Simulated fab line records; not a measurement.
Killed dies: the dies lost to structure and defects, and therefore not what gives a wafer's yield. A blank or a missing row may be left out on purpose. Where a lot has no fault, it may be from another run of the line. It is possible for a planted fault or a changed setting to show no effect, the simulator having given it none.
Chamber matching -- flow gf180mcu -- rie_diel-04 running GF_POLY_GATE_ETCH_12: 4 sister chambers
The step etches BARC in N2/H2. 4 wafers are shown with their chamber, then 7 later ones without.

## WAFERS WITH THEIR CHAMBER
wafer,chamber,drypump_motor_current_A (A)
L426.3,2,5.7
L429.6,0,5.5
L430.1,1,5.8
L430.2,3,4.7

## WAFERS WITH NO CHAMBER GIVEN
wafer,drypump_motor_current_A (A)
L430.4,5.5
L439.2,5.6
L439.3,4.7
L439.4,5.5
L440.1,5.7
L440.5,4.7
L440.6,5.5

## THE CHAMBER EACH PASSED THROUGH
wafer,from the rows above,in truth
L430.4,0,0
L439.2,can't be placed: 0 or 2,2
L439.3,3,3
L439.4,0,0
L440.1,2,2
L440.5,3,3
L440.6,0,0
Correct placement for 6 of the 7. From these rows, 1 cannot be placed; in 1 the true chamber is one of the candidates. Wrongly placed: 0.
How it was worked out, from the rows above alone: a wafer's distance from a chamber is the root of the sum, over the readings, of the square of ((its reading less the chamber's mean) divided by the reading's scatter). The wafer belongs to the nearest chamber; if the next one is less than 2 further off, it can't be placed. Each chamber's mean is taken over the wafers shown for it. The scatter (one wafer shown for each chamber): square how far every hidden wafer sits from the nearest shown wafer, average those squares and take the square root.
